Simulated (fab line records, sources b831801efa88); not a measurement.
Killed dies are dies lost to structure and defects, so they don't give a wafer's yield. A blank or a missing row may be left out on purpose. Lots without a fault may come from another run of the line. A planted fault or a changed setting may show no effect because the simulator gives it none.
fab line records | flow sky130
record lots=6 wafers=18 last_day=50
route steps=708 shown SD_N@344 SD_P@359 RES_XHIGH@360 PAD_OPEN@708
lots that met no fault: from a run of the same line without faults
start_h: hours from the record's first day to the start of the lot's first wafer shown | wait_h: hours since the lot's step before | " the same as in the row above | L1.1+2: a row that stands for several wafers | - no value, or no start given | * or withheld: withheld | < > ~ a bound
route shown NAME@n: a module of which the file shows steps, and the number in the route of the first | usual: mean/standard deviation of fault-free wafers | same: alike in all rows | chamber/n: place in a boat | sites: the reading at each site | _std_site: their standard deviation | _edge_site: outer sites' mean less inner sites' | radius_mm: how far each site lies from the wafer's centre | mask NAME#n: copy n | behind: the tool/chamber that last shaped the wafer | hold: why the lot was held/for how many hours/how that ended | device: the transistor (n, p or np) that didn't switch | end of line: the same wafers' tests at the end of the route | a step without rows: its recipe alone | killed: dies lost to structure and defects at the first sort, not the wafer's yield | map: a wafer's dies, x killed, . not, _ none there
set.NAME: the setting as run; set.NAME@STEP: as run at that earlier step | model.NAME: the simulator's own value behind a step, which no gauge read
lots at some steps of the route; a table a step, a row a wafer
services: from which hour (start_h, from the record's first day; less than 0 if before it) a tool's chamber was out of use, for how many hours, and why
## steps
# step SKY_SD_N_COAT_02
# recipe resist=NOVOLAK spin_rpm=3000 resist_thk_nm=1140
# step SKY_SD_N_SOFTBAKE_03
# recipe temp_c=90 time_s=60 resist=NOVOLAK
# step SKY_SD_N_EXPOSE_04
# recipe mask_id=NSDM na=0.6 source_shape=conventional sigma_outer=0.6 polarization=unpolarized target_cd_nm=380 dose_mj=141
# step SKY_SD_N_PEB_05
# recipe temp_c=withheld time_s=* resist=NOVOLAK
# step SKY_SD_N_DEVELOP_06
# recipe resist=NOVOLAK developer=TMAH develop_time_s=60 dev_temp_c=23
# step SKY_SD_N_CD_MEAS_07
# recipe target_cd_nm=380
# usual cd_nm=381.1/2.4
# columns lot.wafer tool chamber start_h wait_h cd_nm
L838.2 cd_sem-01 - 678.34 0.1 378.5
L838.3 " - " " 379.3
L838.6 " - " " 378.6
L842.1 cd_sem-01 - 711.65 0.1 382.0
L842.2 " - " " 380.9
L842.4 " - " " 379.1
L844.3 cd_sem-01 - 719.61 0.1 381.0
L844.5 " - " " 380.8
L844.6 " - " " 382.7
L849.1 cd_sem-01 - 764.95 0.1 375.9
L849.3 " - " " 379.1
L849.5 " - " " 380.3
L855.1 cd_sem-01 - 802.05 0.1 377.4
L855.3 " - " " 375.4
L855.6 " - " " 377.4
L857.1 cd_sem-02 - 819.20 0.1 381.9
L857.5 " - " " 380.1
L857.6 " - " " 380.7
# step SKY_SD_N_OVL_MEAS_08
# usual SD_N_OVL=-1.0/1.5
# columns lot.wafer tool chamber start_h wait_h SD_N_OVL[nm]
L838.2 overlay-01 - 678.45 0.1 -1.4
L838.3 " - " " -1.5
L838.6 " - " " 0.3
L842.1 overlay-01 - 711.77 0.1 2.5
L842.2 " - " " 1.1
L842.4 " - " " 1.0
L844.3 overlay-01 - 719.70 0.1 -0.5
L844.5 " - " " -0.2
L844.6 " - " " -0.5
L849.1 overlay-02 - 765.07 0.1 1.9
L849.3 " - " " 0.3
L849.5 " - " " 0.9
L855.1 overlay-01 - 802.17 0.1 0.4
L855.3 " - " " -0.3
L855.6 " - " " -1.2
L857.1 overlay-02 - 819.32 0.1 -1.0
L857.5 " - " " -1.4
L857.6 " - " " -2.1
# step SKY_SD_N_IMPLANT_09
# recipe species=As energy_kev=50 dose_cm2=4e+15 tilt_deg=0
# step SKY_SD_N_IMPLANT_10
# recipe species=P energy_kev=20 dose_cm2=1e+14 tilt_deg=0
# step SKY_SD_N_STRIP_11
# recipe chemistry=O2/N2 power_w=1400 pressure_mtorr=1500 platen_temp_c=withheld o2_flow_sccm=3000 n2_flow_sccm=300 overash_fraction=0.5
# usual drypump_motor_current_A=5.6/0.35 oes_product_au=0.527/0.0041 strip_time_to_endpoint_s=22.54/0.042
# columns lot.wafer tool chamber start_h wait_h drypump_motor_current_A oes_product_au rf_hours_counter_h strip_time_to_endpoint_s
L838.2 plasma_asher-04 0 678.78 0.1 5.7 0.527 26 22.51
L838.3 " 1 " " 5.1 0.525 - 22.51
L838.6 " 0 " " 5.7 0.530 - 22.55
L842.1 plasma_asher-01 0 712.10 0.1 5.9 0.523 59 22.58
L842.2 " 1 " " 5.8 0.530 59 22.59
L842.4 " 0 " " 5.9 0.537 - 22.59
L844.3 plasma_asher-04 0 720.06 0.1 5.7 0.527 - 22.57
L844.5 " 0 " " 5.7 0.536 - 22.62
L844.6 " 1 " " 5.0 0.527 - 22.63
L849.1 plasma_asher-04 0 765.40 0.1 5.7 0.521 35 22.55
L849.3 " 1 " " 5.0 0.531 - 22.52
L849.5 " 1 " " 5.0 0.519 - 22.54
L855.1 plasma_asher-03 0 802.51 0.1 6.0 0.526 4 22.58
L855.3 " 0 " " 6.0 0.531 - 22.54
L855.6 " 0 " " 6.0 0.531 - 22.56
L857.1 plasma_asher-04 0 819.65 0.1 5.7 0.533 41 22.58
L857.5 " 1 " " 5.1 0.520 - 22.57
L857.6 " 0 " " 5.7 0.535 - 22.58
# step SKY_SD_N_TW_MEAS_12
# usual SD_N_TW=4013/20
# columns lot.wafer tool chamber start_h wait_h SD_N_TW
L838.2 film_metro-03 - 678.89 0.1 4027
L838.3 " - " " 3996
L838.6 " - " " 3997
L842.1 film_metro-01 - 712.20 0.1 3994
L842.2 " - " " 4011
L842.4 " - " " 4014
L844.3 film_metro-03 - 720.15 0.1 3994
L844.5 " - " " 4004
L844.6 " - " " 4000
L849.1 film_metro-01 - 765.50 0.1 3999
L849.3 " - " " 4012
L849.5 " - " " 3996
L855.1 film_metro-01 - 802.61 0.1 3986
L855.3 " - " " 4009
L855.6 " - " " 4003
L857.1 film_metro-04 - 819.75 0.1 4004
L857.5 " - " " 4002
L857.6 " - " " 4015
# step SKY_SD_N_CLEAN_13
# recipe chemistry=SC1/SC2 mix=1:4:20 temp_c=70 time_s=150 dry=n2_spin
# step SKY_SD_N_RTA_14
# recipe temp_c=1075 time_s=2 idle_temp_c=650 ramp_up_c_per_s=150 ramp_down_c_per_s=90 ambient=N2
# usual anneal_temp_c_max=1082.0/1.6 lamp_power_pct=15.75/0.051 ramp_down_c_per_s=90.001/0.016 wafer_temp_C_max=1077.9/1.4
# columns lot.wafer tool chamber start_h wait_h anneal_temp_c_max lamp_power_pct ramp_down_c_per_s wafer_temp_C_max
L838.2 rtp_anneal-01 0 679.00 0.0 1081.7 15.75 89.983 1078.8
L838.3 " 0 " " 1081.5 15.76 89.988 1076.5
L838.6 " 0 " " 1081.3 15.76 90.011 1077.3
L842.1 rtp_anneal-01 0 712.32 0.0 1081.8 15.80 90.003 1075.8
L842.2 " 0 " " 1080.2 15.75 90.019 1080.6
L842.4 " 0 " " 1080.7 15.67 90.023 1077.0
L844.3 rtp_anneal-01 0 720.26 0.0 1082.4 15.87 89.986 1077.1
L844.5 " 0 " " 1081.6 15.71 89.995 1078.1
L844.6 " 0 " " 1081.0 15.72 89.987 1080.1
L849.1 rtp_anneal-02 0 765.61 0.0 1081.5 15.73 89.999 1078.6
L849.3 " 0 " " 1081.1 15.74 90.026 1077.5
L849.5 " 0 " " 1083.0 15.75 90.036 1078.4
L855.1 rtp_anneal-01 0 802.72 0.0 1080.1 15.73 89.982 1076.3
L855.3 " 0 " " 1081.7 15.82 90.018 1076.4
L855.6 " 0 " " 1080.1 15.77 89.989 1080.4
L857.1 rtp_anneal-01 0 819.87 0.0 1079.3 15.66 89.988 1078.7
L857.5 " 0 " " 1080.2 15.77 90.008 1075.8
L857.6 " 0 " " 1082.5 15.78 89.985 1078.9
# step SKY_SD_N_RS_MEAS_16
# recipe thk_meas_gauge=four-point-probe
# usual SD_N_RS=68.58/0.11
# columns lot.wafer tool chamber start_h wait_h SD_N_RS[ohm/sq]
L838.2 film_metro-04 - 679.18 0.1 68.62
L838.3 " - " " 68.51
L838.6 " - " " 68.64
L842.1 film_metro-01 - 712.49 0.1 71.26
L842.2 " - " " 71.44
L842.4 " - " " 71.36
L844.3 film_metro-01 - 720.45 0.1 71.32
L844.5 " - " " 71.37
L844.6 " - " " 71.37
L849.1 film_metro-03 - 765.79 0.1 68.55
L849.3 " - " " 68.58
L849.5 " - " " 68.69
L855.1 film_metro-04 - 802.89 0.1 68.57
L855.3 " - " " 68.66
L855.6 " - " " 68.60
L857.1 film_metro-01 - 820.04 0.1 68.51
L857.5 " - " " 68.71
L857.6 " - " " 68.62
# step SKY_SD_N_RS_MEAS_17
# recipe thk_meas_gauge=four-point-probe
# usual SD_P_RS=147.1/0.39
# columns lot.wafer tool chamber start_h wait_h SD_P_RS[ohm/sq]
L838.2 film_metro-04 - 679.30 0.1 147.5
L838.3 " - " " 147.6
L838.6 " - " " 147.4
L842.1 film_metro-01 - 712.61 0.1 162.3
L842.2 " - " " 162.6
L842.4 " - " " 162.5
L844.3 film_metro-01 - 720.57 0.1 162.6
L844.5 " - " " 162.4
L844.6 " - " " 162.8
L849.1 film_metro-03 - 765.91 0.1 146.9
L849.3 " - " " 147.5
L849.5 " - " " 147.3
L855.1 film_metro-04 - 803.01 0.1 147.3
L855.3 " - " " 147.1
L855.6 " - " " 147.1
L857.1 film_metro-01 - 820.16 0.1 147.1
L857.5 " - " " 147.3
L857.6 " - " " 147.3
# step SKY_SD_N_RS_MEAS_18
# recipe thk_meas_gauge=four-point-probe
# usual RES_XHIGH_RS=333.3/1.2
# columns lot.wafer tool chamber start_h wait_h RES_XHIGH_RS[ohm/sq]
L838.2 film_metro-04 - 679.42 0.1 332.8
L838.3 " - " " 333.1
L838.6 " - " " 331.7
L842.1 film_metro-01 - 712.73 0.1 334.6
L842.2 " - " " 335.7
L842.4 " - " " 336.1
L844.3 film_metro-01 - 720.69 0.1 335.5
L844.5 " - " " 335.1
L844.6 " - " " 334.3
L849.1 film_metro-03 - 766.03 0.1 332.9
L849.3 " - " " 333.4
L849.5 " - " " 332.8
L855.1 film_metro-04 - 803.13 0.1 334.0
L855.3 " - " " 333.7
L855.6 " - " " 333.3
L857.1 film_metro-01 - 820.28 0.1 336.2
L857.5 " - " " 335.7
L857.6 " - " " 336.1
# step SKY_PAD_OPEN_PROBE_99
# usual killed_at_M0_to_M3=41/6.2 killed_at_M4_up=3.0/1.7 killed_at_contacts=25/5.8 killed_at_front_end=16/4.5 killed_at_other=0.2/0.42 killed_dies=85/8.4 killed_open=46/5.9 killed_short=39/6.3
# same gross_dies=492 killed_at_back_side=0
# columns lot.wafer tool chamber start_h wait_h killed_at_M0_to_M3 killed_at_M4_up killed_at_contacts killed_at_front_end killed_at_other killed_dies killed_open killed_short model.etest.res_xhigh_po.line_ohm_um model.etest.res_xhigh_po.rs_ohm_sq_rim_less_centre model.etest.res_xhigh_po.rs_ohm_sq_range model.etest.res_xhigh_po.rs_ohm_sq model.etest.pfet_01v8.r_on_ohm_um model.etest.res_pdiff.line_ohm_um model.etest.tip_p.rs_ohm_sq model.etest.tip_p.rs_ohm_sq_rim_less_centre
L838.2 prober-01 - 1102.53 0.1 41 1 35 14 0 91 52 39 6096 -35.03 65.73 2150 3029 1433 6851 77.33
L838.3 prober-01 - 1102.58 0.2 43 4 30 17 0 94 47 47 5733 -16.72 46.09 2007 2968 1422 6868 79.27
L838.6 prober-01 - 1102.73 0.2 44 2 30 19 0 95 54 41 5920 -37.46 58.9 2075 2900 1439 6853 120.5
L842.1 prober-01 - 1126.39 0.1 42 3 36 16 0 97 59 35 6839 555.7 605.3 2431 3062 1538 7015 238.7
L842.2 prober-01 - 1126.44 0.1 43 1 23 9 0 76 33 43 7012 574.5 635.5 2426 3088 1547 6960 126.5
L842.4 prober-01 - 1126.54 0.2 41 3 24 13 0 81 42 37 7036 598.6 620.4 2436 3004 1491 6984 92.3
L844.3 prober-01 - 1131.75 0.2 42 3 22 19 1 87 41 46 6828 480.4 511.3 2388 2988 1520 6911 108.6
L844.5 prober-01 - 1131.85 0.2 44 4 13 10 0 71 38 32 6968 492.5 529.9 2416 3032 1502 6853 80.11
L844.6 prober-01 - 1131.90 0.2 45 2 39 11 0 97 51 45 6587 480.4 512.2 2316 2975 1525 6942 29.98
L849.1 prober-02 - 1161.81 0.1 42 7 18 19 0 86 40 46 5424 63.3 94.08 1952 3077 1350 6911 124.4
L849.3 prober-02 - 1161.91 0.2 50 1 17 9 1 78 47 31 5602 97.92 128.9 1974 3091 1372 6948 144.2
L849.5 prober-02 - 1162.01 0.2 36 2 30 14 0 82 43 39 5693 102.2 141.1 2042 3138 1364 6959 53.26
L855.1 prober-01 - 1186.97 0.1 33 6 32 20 0 91 44 44 5750 -64.1 82.85 2014 2906 1360 6948 55.94
L855.3 prober-01 - 1187.07 0.2 50 3 21 17 0 91 45 45 5762 -74.92 83.49 2001 2950 1328 6902 73.19
L855.6 prober-01 - 1187.22 0.2 43 2 22 14 0 81 48 33 5908 -63.31 80.3 2057 2900 1320 6918 66.41
L857.1 prober-02 - 1197.34 0.1 51 1 29 11 0 92 41 51 5811 -42.82 63.06 2044 2871 1349 6895 107.4
L857.5 prober-02 - 1197.54 0.2 39 3 23 21 0 86 43 42 5645 -35.11 48.48 1935 2763 1362 6899 87.13
L857.6 prober-02 - 1197.59 0.2 46 2 29 16 1 94 50 42 5583 -25.73 87.68 1927 2803 1341 6907 148.9
# killed by level:class
L838.2 CONTACT:geometric_particle:open=12 CONTACT:geometric_particle:short=12 VIA2:geometric_particle:open=10 VIA1:geometric_particle:open=9 VIA1:geometric_particle:short=7 LI_CONTACT:geometric_particle:open=6 FIELD_ISO:geometric_particle:open=5 METAL1:geometric_particle:short=4
L838.3 CONTACT:geometric_particle:open=11 METAL1:geometric_particle:short=9 LI_CONTACT:geometric_particle:open=7 VIA3:geometric_particle:open=7 FIELD_ISO:geometric_particle:open=6 LOCAL_INTERCONNECT:geometric_particle:short=6 FIELD_ISO:geometric_particle:short=5 CONTACT:geometric_particle:short=5
L838.6 CONTACT:geometric_particle:open=14 VIA1:geometric_particle:open=11 POLY_GATE:geometric_particle:short=6 VIA2:geometric_particle:open=6 LI_CONTACT:geometric_particle:open=5 LOCAL_INTERCONNECT:geometric_particle:short=5 METAL1:geometric_particle:short=5 METAL3:geometric_particle:short=5
L842.1 CONTACT:geometric_particle:open=17 VIA1:geometric_particle:open=8 LI_CONTACT:geometric_particle:open=8 VIA2:geometric_particle:open=8 VIA1:geometric_particle:short=6 VIA3:geometric_particle:open=6 POLY_GATE:geometric_particle:open=5 CONTACT:geometric_particle:short=5
L842.2 METAL2:geometric_particle:short=11 METAL1:geometric_particle:short=8 VIA1:geometric_particle:open=7 LI_CONTACT:geometric_particle:open=5 CONTACT:geometric_particle:open=5 VIA3:geometric_particle:open=5 CONTACT:geometric_particle:short=4 VIA1:geometric_particle:short=4
L842.4 CONTACT:geometric_particle:open=9 VIA1:geometric_particle:open=9 LI_CONTACT:geometric_particle:open=8 METAL1:geometric_particle:short=8 METAL2:geometric_particle:short=7 POLY_GATE:geometric_particle:open=5 VIA2:geometric_particle:open=5 LI_CONTACT:geometric_particle:short=4
L844.3 VIA1:geometric_particle:open=12 CONTACT:geometric_particle:open=7 VIA2:geometric_particle:open=6 FIELD_ISO:geometric_particle:open=5 POLY_GATE:geometric_particle:short=5 LOCAL_INTERCONNECT:geometric_particle:short=5 METAL2:geometric_particle:short=5 VIA1:geometric_particle:short=5
L844.5 VIA1:geometric_particle:open=17 METAL2:geometric_particle:short=7 CONTACT:geometric_particle:short=6 POLY_GATE:geometric_particle:open=4 CONTACT:geometric_particle:open=4 VIA1:geometric_particle:short=4 FIELD_ISO:geometric_particle:short=3 VIA2:geometric_particle:open=3
L844.6 CONTACT:geometric_particle:open=15 LI_CONTACT:geometric_particle:open=12 VIA1:geometric_particle:open=10 VIA1:geometric_particle:short=6 CONTACT:geometric_particle:short=6 METAL1:geometric_particle:short=5 VIA2:geometric_particle:short=5 POLY_GATE:geometric_particle:open=4
L849.1 VIA1:geometric_particle:short=11 VIA1:geometric_particle:open=9 POLY_GATE:geometric_particle:short=8 CONTACT:geometric_particle:open=8 METAL2:geometric_particle:short=7 LI_CONTACT:geometric_particle:open=5 METAL4:geometric_particle:short=5 VIA3:geometric_particle:open=5
L849.3 VIA1:geometric_particle:open=16 VIA2:geometric_particle:open=7 METAL2:geometric_particle:short=6 LI_CONTACT:geometric_particle:open=6 VIA3:geometric_particle:open=6 CONTACT:geometric_particle:open=5 POLY_GATE:geometric_particle:short=4 METAL1:geometric_particle:short=4
L849.5 VIA1:geometric_particle:open=11 CONTACT:geometric_particle:open=10 LI_CONTACT:geometric_particle:open=6 LI_CONTACT:geometric_particle:short=5 VIA3:geometric_particle:open=5 LOCAL_INTERCONNECT:geometric_particle:short=4 CONTACT:geometric_particle:short=4 METAL2:geometric_particle:short=4
L855.1 CONTACT:geometric_particle:open=15 FIELD_ISO:geometric_particle:open=5 POLY_GATE:geometric_particle:short=5 LOCAL_INTERCONNECT:geometric_particle:short=5 VIA1:geometric_particle:open=5 METAL4:geometric_particle:short=5 POLY_GATE:geometric_particle:open=4 LI_CONTACT:geometric_particle:open=4
L855.3 VIA2:geometric_particle:open=10 METAL1:geometric_particle:short=9 VIA3:geometric_particle:short=8 CONTACT:geometric_particle:open=8 POLY_GATE:geometric_particle:open=6 VIA1:geometric_particle:open=5 VIA3:geometric_particle:open=5 VIA1:geometric_particle:short=4
L855.6 CONTACT:geometric_particle:open=12 VIA1:geometric_particle:open=10 VIA3:geometric_particle:open=8 VIA2:geometric_particle:short=6 FIELD_ISO:geometric_particle:short=5 VIA2:geometric_particle:open=5 POLY_GATE:geometric_particle:open=4 VIA3:geometric_particle:short=4
L857.1 CONTACT:geometric_particle:open=10 METAL2:geometric_particle:short=9 VIA3:geometric_particle:open=9 FIELD_ISO:geometric_particle:short=7 METAL1:geometric_particle:short=7 VIA1:geometric_particle:open=7 CONTACT:geometric_particle:short=6 LI_CONTACT:geometric_particle:open=5
L857.5 CONTACT:geometric_particle:open=8 METAL1:geometric_particle:short=7 VIA1:geometric_particle:open=7 FIELD_ISO:geometric_particle:short=6 FIELD_ISO:geometric_particle:open=5 LOCAL_INTERCONNECT:geometric_particle:short=5 POLY_GATE:geometric_particle:open=5 LI_CONTACT:geometric_particle:open=5
L857.6 CONTACT:geometric_particle:open=12 VIA1:geometric_particle:open=11 LI_CONTACT:geometric_particle:short=6 VIA2:geometric_particle:open=6 FIELD_ISO:geometric_particle:short=5 POLY_GATE:geometric_particle:open=5 LOCAL_INTERCONNECT:geometric_particle:short=5 VIA3:geometric_particle:open=5
## services
# columns tool chamber start_h hours kind
plasma_asher-01 - 684.47 0.5 repair
plasma_asher-03 - 712.77 6.4 repair
plasma_asher-03 - 733.75 9.0 pm
plasma_asher-03 0 733.75 9.0 vent_cycle
plasma_asher-03 1 733.75 9.0 vent_cycle
plasma_asher-03 0 742.75 - clean
plasma_asher-03 1 742.75 - clean
plasma_asher-03 - 762.36 8.8 repair
rtp_anneal-02 - 793.01 4.6 pm
plasma_asher-03 - 795.80 2.8 repair
## key
first_sign step=SKY_SD_N_RS_MEAS_16 reading=SD_N_RS direction=up sigmas=25 usual=68.58 struck=71.35
effect step=SKY_SD_N_RS_MEAS_17 reading=SD_P_RS direction=up sigmas=40 usual=147.1 struck=162.5
effect step=SKY_SD_N_RS_MEAS_18 reading=RES_XHIGH_RS direction=up sigmas=1.5 usual=333.3 struck=335.2
model_effect step=SKY_PAD_OPEN_PROBE_99 value=etest.res_xhigh_po.line_ohm_um without=5795 struck=6878
met_at SKY_SD_N_RTA_14
struck_wafers L842.1,L842.2,L842.4,L844.3,L844.5,L844.6
tester_left_out L842,L844
onset_between 679.00 712.32
fault kind=process_parameter_drift tool=rtp_anneal-01 chamber=- onset_h=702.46 steps=SKY_SD_N_RTA_14 channel=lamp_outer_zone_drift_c offset=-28 shape=step end_h=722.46
# tester_left_out: of these lots the tester's yield and bins aren't shown, on N5 and GAA mostly nor the transistor test; their killed dies are dies lost to structure and defects alone, not to doping, threshold or leakage, so they don't give the yield
